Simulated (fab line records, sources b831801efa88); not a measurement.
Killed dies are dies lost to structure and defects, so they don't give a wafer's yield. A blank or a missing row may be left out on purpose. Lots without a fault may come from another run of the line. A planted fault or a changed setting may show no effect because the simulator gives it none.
fab line records | flow gf180mcu
record lots=13 wafers=39 last_day=34
route steps=602 shown VT_IMPLANT@111 CONTACT@304 M1@330 V1@357
lots that met no fault: from a run of the same line without faults
start_h: hours from the record's first day to the start of the lot's first wafer shown | wait_h: hours since the lot's step before | " the same as in the row above | L1.1+2: a row that stands for several wafers | - no value, or no start given | * or withheld: withheld | < > ~ a bound
route shown NAME@n: a module of which the file shows steps, and the number in the route of the first | usual: mean/standard deviation of fault-free wafers | same: alike in all rows | chamber/n: place in a boat | sites: the reading at each site | _std_site: their standard deviation | _edge_site: outer sites' mean less inner sites' | radius_mm: how far each site lies from the wafer's centre | mask NAME#n: copy n | behind: the tool/chamber that last shaped the wafer | hold: why the lot was held/for how many hours/how that ended | device: the transistor (n, p or np) that didn't switch | end of line: the same wafers' tests at the end of the route | a step without rows: its recipe alone | killed: dies lost to structure and defects at the first sort, not the wafer's yield | map: a wafer's dies, x killed, . not, _ none there
set.NAME: the setting as run; set.NAME@STEP: as run at that earlier step | model.NAME: the simulator's own value behind a step, which no gauge read
steps of the route over a sample of lots; a table a step, a row a wafer
services: from which hour (start_h, from the record's first day; less than 0 if before it) a tool's chamber was out of use, for how many hours, and why
## steps
# step GF_VT_IMPLANT_TW_MEAS_21
# usual VT_IMPLANT_2_TW=1224/11
# columns lot.wafer tool chamber start_h wait_h VT_IMPLANT_2_TW
L406.1 film_metro-04 - 126.49 0.1 1234
L406.3 " - " " 1225
L406.6 " - " " 1231
L407.3 film_metro-02 - 135.11 0.1 1224
L407.4 " - " " 1227
L407.6 " - " " 1221
L408.1 film_metro-04 - 138.44 0.1 1233
L408.3 " - " " 1231
L408.5 " - " " 1230
L418.1 film_metro-02 - 202.79 0.1 1206
L418.3 " - " " 1210
L418.6 " - " " 1211
L419.1 film_metro-04 - 207.04 0.1 1241
L419.3 " - " " 1224
L419.4 " - " " 1229
L420.1 film_metro-02 - 216.79 0.1 1213
L420.2 " - " " 1209
L420.6 " - " " 1221
L421.3 film_metro-04 - 221.01 0.1 1234
L421.4 " - " " 1238
L421.6 " - " " 1234
L424.2 film_metro-04 - 240.55 0.1 1226
L424.4 " - " " 1229
L424.6 " - " " 1234
L425.3 film_metro-02 - 244.41 0.1 1217
L425.5 " - " " 1217
L425.6 " - " " 1218
L426.1 film_metro-04 - 252.49 0.1 1240
L426.4 " - " " 1243
L426.6 " - " " 1236
L427.3 film_metro-04 - 259.26 0.1 1234
L427.4 " - " " 1226
L427.6 " - " " 1233
L428.1 film_metro-04 - 264.69 0.1 1248
L428.5 " - " " 1233
L428.6 " - " " 1229
L429.2 film_metro-02 - 270.85 0.1 1218
L429.3 " - " " 1220
L429.4 " - " " 1227
# step GF_CONTACT_ETCH_17
# recipe chemistry=C4F8/O2/Ar mask_material=KrF target=SiO2 stop_on=CoSi2 source_w=1500 bias_w=1200 pressure_mtorr=40 c4f8_flow_sccm=withheld O2_flow_sccm=6 Ar_flow_sccm=300 time_s=withheld target_depth_a=8600
# usual oes_product_au=0.815/0.0044
# columns lot.wafer tool chamber start_h wait_h oes_product_au
L406.1 rie_diel-01 2 362 - 0.810
L406.3 " 3 " " 0.819
L406.6 " 2 " " 0.820
L407.3 rie_diel-04 2 377 - 0.817
L407.4 " 1 " " 0.813
L407.6 " 3 " " 0.812
L408.1 rie_diel-04 0 380 - 0.815
L408.3 " 1 " " 0.810
L408.5 " 1 " " 0.821
L418.1 rie_diel-01 3 475 - 0.811
L418.3 " 2 " " 0.817
L418.6 " 0 " " 0.816
L419.1 rie_diel-03 0 478 - 0.812
L419.3 " 2 " " 0.818
L419.4 " 3 " " 0.811
L420.1 rie_diel-03 0 491 - 0.818
L420.2 " 1 " " 0.811
L420.6 " 3 " " 0.807
L421.3 rie_diel-03 0 497 - 0.810
L421.4 " 3 " " 0.819
L421.6 " 0 " " 0.813
L424.2 rie_diel-03 1 523 - 0.820
L424.4 " 0 " " 0.821
L424.6 " 2 " " 0.808
L425.3 rie_diel-04 1 528 - 0.819
L425.5 " 1 " " 0.815
L425.6 " 2 " " 0.818
L426.1 rie_diel-03 3 537 - 0.813
L426.4 " 2 " " 0.819
L426.6 " 3 " " 0.810
L427.3 rie_diel-01 1 543 - 0.808
L427.4 " 3 " " 0.818
L427.6 " 2 " " 0.823
L428.1 rie_diel-04 1 551 - 0.814
L428.5 " 0 " " 0.813
L428.6 " 1 " " 0.809
L429.2 rie_diel-03 2 555 - 0.810
L429.3 " 1 " " 0.810
L429.4 " 2 " " 0.807
# step GF_CONTACT_STRIP_18
# recipe chemistry=O2/N2 power_w=1400 pressure_mtorr=1500 platen_temp_c=250 o2_flow_sccm=3000 n2_flow_sccm=300 overash_fraction=0.5
# usual drypump_motor_current_A=5.76/0.28 heater_power_w=346/24 oes_product_au=0.580/0.0046 platen_temp_c=249.97/0.17
# same overash_fraction=0.5
# columns lot.wafer tool chamber start_h wait_h drypump_motor_current_A heater_power_w oes_product_au platen_temp_c rf_hours_counter_h
L406.1 plasma_asher-01 0 362.19 - 5.70 374 0.579 250.00 74
L406.3 " 0 " " 5.67 366 0.574 249.95 -
L406.6 " 1 " " 5.54 357 0.581 249.84 -
L407.3 plasma_asher-02 0 377.60 - 5.51 310 0.584 249.93 -
L407.4 " 1 " " 6.20 384 0.577 250.03 -
L407.6 " 1 " " 6.17 382 0.589 250.00 -
L408.1 plasma_asher-02 0 380.42 - 5.54 310 0.580 250.06 21
L408.3 " 0 " " 5.51 312 0.586 249.83 -
L408.5 " 1 " " 6.20 384 0.584 250.18 -
L418.1 plasma_asher-02 1 475.34 - 6.21 373 0.578 250.13 32
L418.3 " 1 " " 6.19 379 0.575 250.25 -
L418.6 " 0 " " 5.52 309 0.604 249.95 -
L419.1 plasma_asher-03 1 478.24 - 6.05 333 0.579 249.90 6
L419.3 " 1 " " 6.05 331 0.577 250.17 -
L419.4 " 0 " " 5.48 329 0.576 249.80 -
L420.1 plasma_asher-01 0 491.72 - 5.68 370 0.579 249.87 87
L420.2 " 1 " " 5.56 367 0.581 249.72 87
L420.6 " 0 " " 5.69 371 0.574 250.24 -
L421.3 plasma_asher-02 0 497.40 - 5.51 305 0.575 250.01 -
L421.4 " 1 " " 6.17 390 0.578 250.07 -
L421.6 " 1 " " 6.15 378 0.577 250.28 -
L424.2 plasma_asher-01 1 523.86 - 5.54 365 0.582 249.54 90
L424.4 " 1 " " 5.55 361 0.571 249.87 -
L424.6 " 1 " " 5.54 351 0.584 249.85 -
L425.3 plasma_asher-03 1 528.70 - 6.04 338 0.583 250.08 -
L425.5 " 0 " " 5.50 331 0.577 250.02 -
L425.6 " 1 " " 6.03 347 0.589 250.01 -
L426.1 plasma_asher-02 1 537.18 - 6.18 370 0.578 250.27 37
L426.4 " 0 " " 5.51 320 0.586 249.82 -
L426.6 " 1 " " 6.14 376 0.578 250.07 -
L427.3 plasma_asher-03 1 543.27 - 6.06 341 0.579 249.90 -
L427.4 " 0 " " 5.47 336 0.585 249.80 -
L427.6 " 0 " " 5.49 334 0.576 249.94 -
L428.1 plasma_asher-03 1 551.66 - 6.06 337 0.586 250.34 14
L428.5 " 0 " " 5.48 329 0.581 250.13 -
L428.6 " 1 " " 6.05 335 0.581 250.11 -
L429.2 plasma_asher-03 1 556.01 - 6.05 335 0.576 250.04 15
L429.3 " 1 " " 6.04 326 0.588 250.09 -
L429.4 " 0 " " 5.48 328 0.581 249.84 -
# step GF_M1_OVL_MEAS_15
# usual M1_OVL=3/5.5
# columns lot.wafer tool chamber start_h wait_h M1_OVL[nm]
L406.1 overlay-01 - 386.27 0.1 6
L406.3 " - " " 6
L406.6 " - " " -1
L407.3 overlay-01 - 401.93 0.1 -1
L407.4 " - " " 6
L407.6 " - " " 6
L408.1 overlay-01 - 405.67 0.1 -5
L408.3 " - " " -1
L408.5 " - " " -3
L418.1 overlay-02 - 501.22 0.1 -5
L418.3 " - " " 4
L418.6 " - " " -3
L419.1 overlay-02 - 502.92 0.1 8
L419.3 " - " " 4
L419.4 " - " " 7
L420.1 overlay-02 - 516.67 0.1 1
L420.2 " - " " -4
L420.6 " - " " 0
L421.3 overlay-02 - 522.78 0.1 -8
L421.4 " - " " -5
L421.6 " - " " -1
L424.2 overlay-02 - 547.82 0.1 -5
L424.4 " - " " -2
L424.6 " - " " -6
L425.3 overlay-01 - 553.18 0.1 1
L425.5 " - " " 2
L425.6 " - " " 5
L426.1 overlay-01 - 561.12 0.1 8
L426.4 " - " " 2
L426.6 " - " " 1
L427.3 overlay-02 - 566.83 0.1 8
L427.4 " - " " 7
L427.6 " - " " 3
L428.1 overlay-02 - 574.77 0.1 4
L428.5 " - " " 1
L428.6 " - " " -3
L429.2 overlay-02 - 579.62 0.1 -4
L429.3 " - " " 6
L429.4 " - " " -1
# step GF_V1_SPUTTER_22
# recipe material=TiN target_thk_nm=10 chamber_pressure_pa=5 power_w=4000 time_s=40
# usual throttle_valve_pct=29.8/0.96
# columns lot.wafer tool chamber start_h wait_h throttle_valve_pct
L406.1 pvd_sputter-02 - 411.98 0.0 29.8
L406.3 " - " " 28.0
L406.6 " - " " 28.1
L407.3 pvd_sputter-02 - 427.59 0.0 30.1
L407.4 " - " " 29.7
L407.6 " - " " 30.2
L408.1 pvd_sputter-03 - 430.95 0.0 29.4
L408.3 " - " " 31.7
L408.5 " - " " 29.5
L418.1 pvd_sputter-03 - 526.03 0.0 28.9
L418.3 " - " " 29.2
L418.6 " - " " 28.8
L419.1 pvd_sputter-04 - 528.00 0.0 29.8
L419.3 " - " " 30.8
L419.4 " - " " 29.9
L420.1 pvd_sputter-02 - 542.06 0.0 29.9
L420.2 " - " " 30.1
L420.6 " - " " 29.5
L421.3 pvd_sputter-03 - 548.03 0.0 28.9
L421.4 " - " " 29.1
L421.6 " - " " 28.9
L424.2 pvd_sputter-03 - 572.04 0.0 28.7
L424.4 " - " " 31.4
L424.6 " - " " 31.5
L425.3 pvd_sputter-03 - 577.47 0.0 29.2
L425.5 " - " " 29.2
L425.6 " - " " 28.8
L426.1 pvd_sputter-03 - 585.33 0.0 31.6
L426.4 " - " " 29.0
L426.6 " - " " 29.1
L427.3 pvd_sputter-04 - 590.49 0.0 31.1
L427.4 " - " " 30.1
L427.6 " - " " 30.8
L428.1 pvd_sputter-02 - 598.19 0.0 29.8
L428.5 " - " " 27.9
L428.6 " - " " 29.8
L429.2 pvd_sputter-03 - 602.98 0.0 28.8
L429.3 " - " " 29.4
L429.4 " - " " 31.4
## services
# columns tool chamber start_h hours kind
pvd_sputter-02 - 358.39 5.0 repair
rie_diel-04 2 363.41 2.3 repair
rie_diel-03 1 364.15 2.5 repair
plasma_asher-03 - 382.64 2.8 pm
rie_diel-03 - 387.36 1.1 repair
rie_diel-04 2 397.98 2.8 repair
pvd_sputter-03 - 412.27 4.3 repair
plasma_asher-03 - 421.25 9.0 pm
plasma_asher-01 - 431.57 9.3 repair
rie_diel-01 - 444.81 1.8 repair
rie_diel-03 3 454.38 6.3 repair
rie_diel-01 2 461.46 4.4 repair
plasma_asher-03 - 491.98 4.1 repair
plasma_asher-02 - 502.58 10.0 repair
rie_diel-04 0 514.54 4.5 repair
rie_diel-01 2 525.97 4.2 repair
rie_diel-03 1 543.50 10.3 repair
rie_diel-01 3 544.66 9.9 repair
plasma_asher-02 - 545.58 15.7 repair
plasma_asher-01 - 557.50 2.5 repair
pvd_sputter-02 - 562.78 9.5 repair
rie_diel-03 1 566.48 11.9 repair
rie_diel-04 2 570.79 6.5 repair
rie_diel-04 1 586.39 9.1 repair
## key
first_sign step=GF_CONTACT_STRIP_18 reading=oes_product_au direction=up sigmas=5.2 usual=0.580 struck=0.604
effect none on later readings
met_at GF_CONTACT_ETCH_17
struck_lots L418
struck_wafers L418.6
tester_left_out L418
not_acting_at GF_VT_IMPLANT_TW_MEAS_21,GF_M1_OVL_MEAS_15,GF_V1_SPUTTER_22
fault kind=process_parameter_drift tool=rie_diel-01 chamber=0 onset_h=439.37 steps=GF_CONTACT_ETCH_17 channel=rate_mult offset=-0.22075 shape=step end_h=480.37
# tester_left_out: of these lots the tester's yield and bins aren't shown, on N5 and GAA mostly nor the transistor test; their killed dies are dies lost to structure and defects alone, not to doping, threshold or leakage, so they don't give the yield
